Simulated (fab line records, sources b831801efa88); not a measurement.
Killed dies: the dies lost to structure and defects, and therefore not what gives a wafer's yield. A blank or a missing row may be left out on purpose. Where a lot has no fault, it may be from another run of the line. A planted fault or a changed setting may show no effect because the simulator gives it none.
Chamber matching | flow gf180mcu | GF_V5_ETCH_16 on rie_diel-01: 4 sister chambers
The step etches BARC in N2/H2. 16 wafers are shown with their chamber, then 8 later ones without.

## WAFERS PAIRED WITH THEIR CHAMBERS
wafer  | chamber | drypump_motor_current_A (A) | h2_flow_sccm (sccm) | rf_fwd_power_W (W)
L074.3 | 0       | 6.4                         | 200.3               | 496.3
L074.4 | 3       | 5.1                         | 199.6               | 493.1
L074.5 | 2       | 5.6                         | 201.1               | 494.1
L079.3 | 1       | 5.2                         | 199.4               | 493.9
L079.5 | 3       | 5.1                         | 200.9               | 492.5
L079.6 | 2       | 5.6                         | 200.6               | 495.3
L081.1 | 1       | 5.2                         | 199.6               | 497.0
L081.2 | 0       | 6.4                         | 199.7               | 496.7
L081.3 | 3       | 5.1                         | 199.4               | 489.2
L082.2 | 0       | 6.5                         | 200.0               | 495.3
L082.3 | 3       | 5.1                         | 198.8               | 490.5
L082.5 | 0       | 6.4                         | 199.5               | 494.1
L083.1 | 0       | 6.4                         | 199.4               | 494.5
L083.3 | 3       | 5.0                         | 199.9               | 489.1
L083.4 | 0       | 6.4                         | 200.1               | 493.7
L087.1 | 2       | 5.6                         | 201.0               | 493.1

SIGNATURES (means of the wafers above)
reading                 | chamber 0 | chamber 1 | chamber 2 | chamber 3 | scatter within a chamber
drypump_motor_current_A | 6.417     | 5.200     | 5.600     | 5.080     | 0.0369
h2_flow_sccm            | 199.833   | 199.500   | 200.900   | 199.720   | 0.515
rf_fwd_power_W          | 495.100   | 495.450   | 494.167   | 490.880   | 1.54
Rule: distance of a wafer from a chamber = root of the sum over the readings of ((wafer's reading minus chamber's mean) / reading's scatter) squared. If the next closest chamber is less than 2 further off than the closest, the wafer can't be placed; otherwise it belongs to the closest. The scatter: the root of (the sum of the squares of (reading less its chamber's mean) over the shown wafers, divided by (wafers less chambers)).

## WAFERS MISSING THEIR CHAMBER
wafer  | drypump_motor_current_A (A) | h2_flow_sccm (sccm) | rf_fwd_power_W (W)
L087.2 | 5.3                         | 199.7               | 494.7
L087.3 | 5.0                         | 200.3               | 489.7
L091.3 | 5.1                         | 199.7               | 492.6
L091.4 | 5.6                         | 201.4               | 493.5
L091.6 | 5.6                         | 200.9               | 493.4
L096.1 | 5.6                         | 200.5               | 493.4
L096.3 | 5.1                         | 199.9               | 488.4
L096.4 | 5.2                         | 200.4               | 495.4

## CHAMBER TAKEN BY EACH
wafer  | from the rows above | in truth
L087.2 | 1                   | 1
L087.3 | 3                   | 3
L091.3 | 3                   | 3
L091.4 | 2                   | 2
L091.6 | 2                   | 2
L096.1 | 2                   | 2
L096.3 | 3                   | 3
L096.4 | 1                   | 1
Placed correctly: 8 of 8. From these rows, 0 cannot be placed. 0 placed wrongly.
